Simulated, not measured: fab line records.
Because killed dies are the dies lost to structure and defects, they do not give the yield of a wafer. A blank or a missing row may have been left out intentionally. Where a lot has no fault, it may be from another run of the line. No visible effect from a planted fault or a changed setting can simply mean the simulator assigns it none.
2 desks looking at one fault    flow sky130    each desk has only its own numbers; what lay behind them comes last

## FROM THE METROLOGY DESK
Means of the sampled wafers that have a number, per lot and without regard to the tool the lot ran on: this is what the gauges read. The brackets show how far a lot's mean lies from the usual mean; more than 4 standard deviations puts the lot out of limits, marked OUT.
Columns: A = cd nm at SKY_FIELD_ISO_CD_MEAS_13, usual 150.1 nm
lot   first seen here  A
L722  day 2 04:25      149.5
L723  day 2 08:59      148.2
L724  day 2 15:59      150.1
L727  day 3 07:22      147.3
L728  day 3 10:44      150.8
L732  day 4 11:53      152.4
L733  day 4 12:28      152.1
L734  day 5 00:17      150.8
L736  day 5 06:08      151.2
L738  day 5 17:02      148.1
L740  day 6 06:17      150.5
L741  day 6 08:14      148.0
L742  day 6 14:16      149.0
L743  day 6 20:02      149.4
This desk's finding: nothing out of limits on any of the 14 lots.

## DESK OF THE TOOL OWNER: litho track-01
The tool's own readings at SKY_PWDE_PEB_05: means of the sampled wafers that have a number, for each lot that ran on this tool. The brackets show how far a lot's mean lies from the usual mean; more than 4 standard deviations puts the lot out of limits, marked OUT.
Columns: A = chill plate temp C at SKY_PWDE_PEB_05, usual 22.99 C; B = exhaust pa at SKY_PWDE_PEB_05, usual 45.1 Pa; C = heater power total W at SKY_PWDE_PEB_05, usual 69.33 W; D = resist line temp C at SKY_PWDE_PEB_05, usual 23.01 C
lot   first seen here  A      B     C      D
L722  day 3 17:00      23.24  44.6  69.32  22.99
L724  day 4 04:00      22.88  44.4  69.33  23.03
L727  day 5 18:00      23.00  45.5  69.32  22.98
L734  day 6 23:00      22.98  45.4  69.47  23.09
L736  day 7 07:00      23.09  44.6  69.32  22.89
L742  day 8 11:00      22.83  46.3  69.22  23.04
This desk's finding: nothing out of limits on any of the 6 lots.

## PUT TOGETHER
From the metrology desk's view, nothing was out of limits.
The tool owner's desk saw nothing out of limits.

## WHAT HAD BEEN PUT IN BY THE SIMULATOR
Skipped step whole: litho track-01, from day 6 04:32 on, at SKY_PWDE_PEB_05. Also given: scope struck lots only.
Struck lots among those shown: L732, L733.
